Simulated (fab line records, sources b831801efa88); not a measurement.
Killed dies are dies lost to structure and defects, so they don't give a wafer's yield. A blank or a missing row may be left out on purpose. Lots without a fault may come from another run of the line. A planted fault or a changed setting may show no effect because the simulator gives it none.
fab line records | flow gf180mcu
record lots=14 wafers=42 last_day=34
route steps=602 shown STI@23 VT_IMPLANT@130 DUAL_GATE@156
lots that met no fault: from a run of the same line without faults
start_h: hours from the record's first day to the start of the lot's first wafer shown | wait_h: hours since the lot's step before | " the same as in the row above | L1.1+2: a row that stands for several wafers | - no value, or no start given | * or withheld: withheld | < > ~ a bound
route shown NAME@n: a module of which the file shows steps, and the number in the route of the first | usual: mean/standard deviation of fault-free wafers | same: alike in all rows | chamber/n: place in a boat | sites: the reading at each site | _std_site: their standard deviation | _edge_site: outer sites' mean less inner sites' | radius_mm: how far each site lies from the wafer's centre | mask NAME#n: copy n | behind: the tool/chamber that last shaped the wafer | hold: why the lot was held/for how many hours/how that ended | device: the transistor (n, p or np) that didn't switch | end of line: the same wafers' tests at the end of the route | a step without rows: its recipe alone | killed: dies lost to structure and defects at the first sort, not the wafer's yield | map: a wafer's dies, x killed, . not, _ none there
set.NAME: the setting as run; set.NAME@STEP: as run at that earlier step | model.NAME: the simulator's own value behind a step, which no gauge read
steps of the route over a sample of lots; a table a step, a row a wafer
services: from which hour (start_h, from the record's first day; less than 0 if before it) a tool's chamber was out of use, for how many hours, and why
## steps
# step GF_STI_THK_MEAS_22
# recipe reads=SiO2_of_STI_OXIDATION_21
# usual STI_OXIDATION_01_THK=15.0/0.35
# columns lot.wafer tool chamber start_h wait_h STI_OXIDATION_01_THK[nm]
L677.1 film_metro-03 - 34.29 0.0 15.6
L677.2 " - " " 15.7
L677.5 " - " " 15.3
L678.2 film_metro-02 - 42.56 0.0 15.0
L678.5 " - " " 15.2
L678.6 " - " " 15.2
L681.3 film_metro-03 - 54.65 0.0 14.8
L681.4 " - " " 15.1
L681.5 " - " " 14.7
L683.2 film_metro-03 - 63.95 0.0 15.5
L683.3 " - " " 15.8
L683.4 " - " " 15.7
L684.3 film_metro-01 - 68.89 0.0 14.8
L684.4 " - " " 14.3
L684.5 " - " " 14.9
L685.1 film_metro-03 - 80.08 0.0 14.4
L685.2 " - " " 14.5
L685.3 " - " " 14.6
L686.2 film_metro-02 - 80.09 0.0 15.1
L686.3 " - " " 14.9
L686.4 " - " " 14.8
L687.1 film_metro-03 - 85.50 0.0 15.0
L687.4 " - " " 14.4
L687.6 " - " " 14.5
L689.1 film_metro-03 - 99.62 0.0 14.8
L689.5 " - " " 14.9
L689.6 " - " " 15.0
L691.2 film_metro-03 - 104.84 0.0 15.2
L691.4 " - " " 15.2
L691.5 " - " " 15.2
L694.1 film_metro-02 - 119.40 0.0 14.6
L694.2 " - " " 14.7
L694.5 " - " " 14.5
L695.2 film_metro-03 - 125.11 0.0 15.2
L695.3 " - " " 15.5
L695.5 " - " " 15.0
L697.1 film_metro-03 - 135.52 0.0 15.3
L697.2 " - " " 15.4
L697.4 " - " " 15.3
L698.2 film_metro-03 - 141.30 0.0 14.9
L698.3 " - " " 15.0
L698.6 " - " " 15.1
# step GF_STI_THK_MEAS_24
# recipe reads=SiO2_of_STI_CVD_23
# usual STI_CVD_23_THK=646/6.3
# columns lot.wafer tool chamber start_h wait_h STI_CVD_23_THK[nm]
L677.1 film_metro-03 - 34.43 0.0 646
L677.2 " - " " 650
L677.5 " - " " 640
L678.2 film_metro-03 - 42.70 0.0 650
L678.5 " - " " 652
L678.6 " - " " 644
L681.3 film_metro-01 - 54.79 0.1 651
L681.4 " - " " 640
L681.5 " - " " 654
L683.2 film_metro-02 - 64.09 0.0 649
L683.3 " - " " 645
L683.4 " - " " 653
L684.3 film_metro-03 - 69.02 0.1 649
L684.4 " - " " 641
L684.5 " - " " 640
L685.1 film_metro-01 - 80.22 0.0 648
L685.2 " - " " 641
L685.3 " - " " 645
L686.2 film_metro-03 - 80.23 0.0 647
L686.3 " - " " 643
L686.4 " - " " 647
L687.1 film_metro-01 - 85.64 0.0 651
L687.4 " - " " 648
L687.6 " - " " 650
L689.1 film_metro-02 - 99.76 0.0 657
L689.5 " - " " 651
L689.6 " - " " 642
L691.2 film_metro-01 - 104.98 0.0 646
L691.4 " - " " 648
L691.5 " - " " 652
L694.1 film_metro-02 - 119.53 0.0 640
L694.2 " - " " 639
L694.5 " - " " 644
L695.2 film_metro-01 - 125.25 0.0 644
L695.3 " - " " 654
L695.5 " - " " 647
L697.1 film_metro-02 - 135.65 0.0 634
L697.2 " - " " 651
L697.4 " - " " 640
L698.2 film_metro-03 - 141.43 0.0 657
L698.3 " - " " 652
L698.6 " - " " 652
# step GF_VT_IMPLANT_OVL_MEAS_40
# usual VT_IMPLANT_03_OVL=-0.1/1.7
# columns lot.wafer tool chamber start_h wait_h VT_IMPLANT_03_OVL[nm]
L677.1 overlay-01 - 168.68 0.1 -1.1
L677.2 " - " " -0.7
L677.5 " - " " -2.4
L678.2 overlay-01 - 176.72 0.1 -1.0
L678.5 " - " " -1.8
L678.6 " - " " -2.0
L681.3 overlay-02 - 190.78 0.1 0.8
L681.4 " - " " 1.4
L681.5 " - " " 0.5
L683.2 overlay-02 - 202.92 0.1 2.8
L683.3 " - " " 2.5
L683.4 " - " " 2.8
L684.3 overlay-01 - 213.58 0.1 0.8
L684.4 " - " " -2.2
L684.5 " - " " -3.7
L685.1 overlay-01 - 225.41 0.1 0.6
L685.2 " - " " -0.8
L685.3 " - " " -0.8
L686.2 overlay-01 - 225.72 0.1 0.0
L686.3 " - " " 0.6
L686.4 " - " " -0.4
L687.1 overlay-01 - 232.56 0.1 -1.4
L687.4 " - " " -1.0
L687.6 " - " " -2.3
L689.1 overlay-01 - 249.48 0.1 -3.1
L689.5 " - " " -3.6
L689.6 " - " " -2.8
L691.2 overlay-01 - 257.33 0.1 -0.8
L691.4 " - " " -1.0
L691.5 " - " " -0.2
L694.1 overlay-02 - 277.32 0.1 1.5
L694.2 " - " " 0.4
L694.5 " - " " 2.0
L695.2 overlay-01 - 286.83 0.1 -0.5
L695.3 " - " " 1.5
L695.5 " - " " -0.2
L697.1 overlay-02 - 299.78 0.1 3.2
L697.2 " - " " 2.7
L697.4 " - " " 2.6
L698.2 overlay-02 - 307.03 0.1 1.3
L698.3 " - " " 2.3
L698.6 " - " " 2.3
# step GF_DUAL_GATE_OXIDATION_15
# recipe temp_c=850 ambient=O2 stabilise_s=600 purge_s=300 target_thk_a=70.98 ox_time_s=1995
# usual spike_tc_bottom_C=866.3/1 spike_tc_centre_C=851.4/1 spike_tc_lower_C=849.7/1.1 spike_tc_top_C=863.2/1 spike_tc_upper_C=849.1/1.4 tube_center_temp_C=850.01/0.072 tube_center_temp_C_max=852.3/0.39 zone_power_centre_pct=15.4/1.9
# same stabilise_s=600
# columns lot.wafer tool chamber start_h wait_h spike_tc_bottom_C spike_tc_centre_C spike_tc_lower_C spike_tc_top_C spike_tc_upper_C tube_center_temp_C tube_center_temp_C_max zone_power_centre_pct
L677.1 furnace-02 0 189.66 0.6 868.4 850.8 851.8 862.9 849.8 849.99 851.8 18.2
L677.2 " 0 " " 866.6 850.2 848.9 862.0 852.1 850.09 852.1 18.5
L677.5 " 0 " " 868.5 849.7 849.9 863.1 852.6 849.92 852.2 18.7
L678.2 furnace-02 0 198.23 1.8 868.4 851.2 848.8 863.5 853.7 849.97 852.5 18.2
L678.5 " 0 " " 866.0 850.8 850.7 862.2 848.6 849.9 852.8 18.3
L678.6 " 0 " " 868.2 851.3 850.9 862.9 849.8 850.02 851.9 18.1
L681.3 furnace-01 0 211.32 1.2 865.6 850.9 847.7 864.7 847.8 850.15 853.2 14.2
L681.4 " 0 " " 865.3 851.4 850.2 864.3 847.8 850.12 852.9 14.4
L681.5 " 0 " " 866.6 849.8 849.6 863.7 848.0 850.07 852.6 14.2
L683.2 furnace-01 0 224.96 0.8 867.5 853.0 851.7 863.8 848.6 850.05 852.2 14.2
L683.3 " 0 " " 865.7 851.0 849.6 864.7 848.4 849.98 851.9 14.4
L683.4 " 0 " " 867.0 852.6 849.3 863.2 847.9 850.04 852.5 14.1
L684.3 furnace-01 0 234.66 0.5 863.9 851.2 850.3 863.3 849.5 850.02 852.8 14.3
L684.4 " 0 " " 865.4 851.0 849.3 862.9 848.8 850.02 851.8 14.4
L684.5 " 0 " " 866.4 851.5 849.6 863.3 848.7 850.04 852.0 14.3
L685.1 furnace-01 0 247.36 1.0 864.7 850.6 848.8 861.4 848.3 850.03 852.5 14.5
L685.2 " 0 " " 864.1 850.7 848.6 862.7 847.4 849.93 852.6 13.8
L685.3 " 0 " " 864.8 850.5 848.8 862.8 849.7 850.18 852.7 14.1
L686.2 furnace-01 0 248.91 0.3 865.9 853.2 850.9 865.1 847.8 850.08 852.6 13.9
L686.3 " 0 " " 866.3 850.9 849.5 864.7 849.4 849.84 851.8 14.2
L686.4 " 0 " " 866.6 851.4 849.2 864.0 846.3 849.99 852.5 14.3
L687.1 furnace-01 0 254.09 0.0 865.7 850.1 847.7 863.4 847.2 850.03 852.0 14.1
L687.4 " 0 " " 866.5 853.8 849.7 864.3 849.4 850 852.5 14.0
L687.6 " 0 " " 868.4 852.4 849.1 864.4 847.8 849.97 852.1 14.2
L689.1 furnace-01 0 272.83 0.4 865.5 851.7 848.0 863.5 847.5 849.94 852.0 14.3
L689.5 " 0 " " 867.8 851.1 850.1 862.7 848.3 850.01 852.0 14.2
L689.6 " 0 " " 867.8 850.2 849.6 861.6 848.0 849.87 851.5 14.3
L691.2 furnace-01 0 279.97 0.2 867.3 852.5 848.4 864.8 850.3 849.94 852.4 14.4
L691.4 " 0 " " 865.6 850.2 848.9 864.1 847.4 850.07 852.4 14.2
L691.5 " 0 " " 865.2 852.5 850.4 863.4 848.1 850 852.1 14.1
L694.1 furnace-01 0 299.84 0.1 883.8 870.1 869.4 880.8 868.7 869.02 871.0 14.8
L694.2 " 0 " " 885.5 869.1 867.7 880.2 868.4 868.94 870.9 14.8
L694.5 " 0 " " 883.8 869.9 868.1 881.7 868.6 868.87 871.5 14.8
L695.2 furnace-01 0 311.63 1.3 883.7 871.1 867.8 882.7 866.6 868.92 871.1 14.7
L695.3 " 0 " " 885.8 869.0 869.4 880.5 867.3 869.01 871.4 14.8
L695.5 " 0 " " 884.2 870.3 869.7 880.4 866.8 868.9 871.6 14.9
L697.1 furnace-02 0 324.42 1.3 866.2 852.3 849.3 861.5 849.7 850.04 852.8 18.3
L697.2 " 0 " " 866.3 849.9 848.4 862.6 851.4 849.88 852.7 18.4
L697.4 " 0 " " 866.4 851.9 851.4 861.9 850.9 850.01 851.9 18.5
L698.2 furnace-02 0 331.49 0.0 867.6 851.0 851.1 862.8 850.6 850.02 852.1 18.3
L698.3 " 0 " " 867.3 851.2 850.3 863.1 849.7 850.03 851.8 18.5
L698.6 " 0 " " 866.9 849.8 850.0 864.1 851.5 850.06 852.0 18.5
## services
# columns tool chamber start_h hours kind
furnace-02 - 167.92 4.8 pm
furnace-01 - 193.59 3.7 pm
furnace-01 - 215.78 3.9 pm
furnace-01 - 316.19 7.0 repair
## key
first_sign step=GF_DUAL_GATE_OXIDATION_15 reading=tube_center_temp_C direction=up sigmas=99+ usual=* struck=*
effect step=GF_DUAL_GATE_OXIDATION_15 reading=tube_center_temp_C_max direction=up sigmas=49 usual=* struck=*
met_at GF_DUAL_GATE_OXIDATION_15
struck_lots L694,L695
tester_left_out L694,L695
not_acting_at GF_STI_THK_MEAS_22,GF_STI_THK_MEAS_24,GF_VT_IMPLANT_OVL_MEAS_40
onset_between 279.97 299.84
fault kind=process_parameter_drift tool=furnace-01 chamber=- onset_h=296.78 steps=GF_DUAL_GATE_OXIDATION_15 channel=temp_c offset=* shape=step end_h=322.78 acts_in=* stated=*
# tester_left_out: of these lots the tester's yield and bins aren't shown, on N5 and GAA mostly nor the transistor test; their killed dies are dies lost to structure and defects alone, not to doping, threshold or leakage, so they don't give the yield
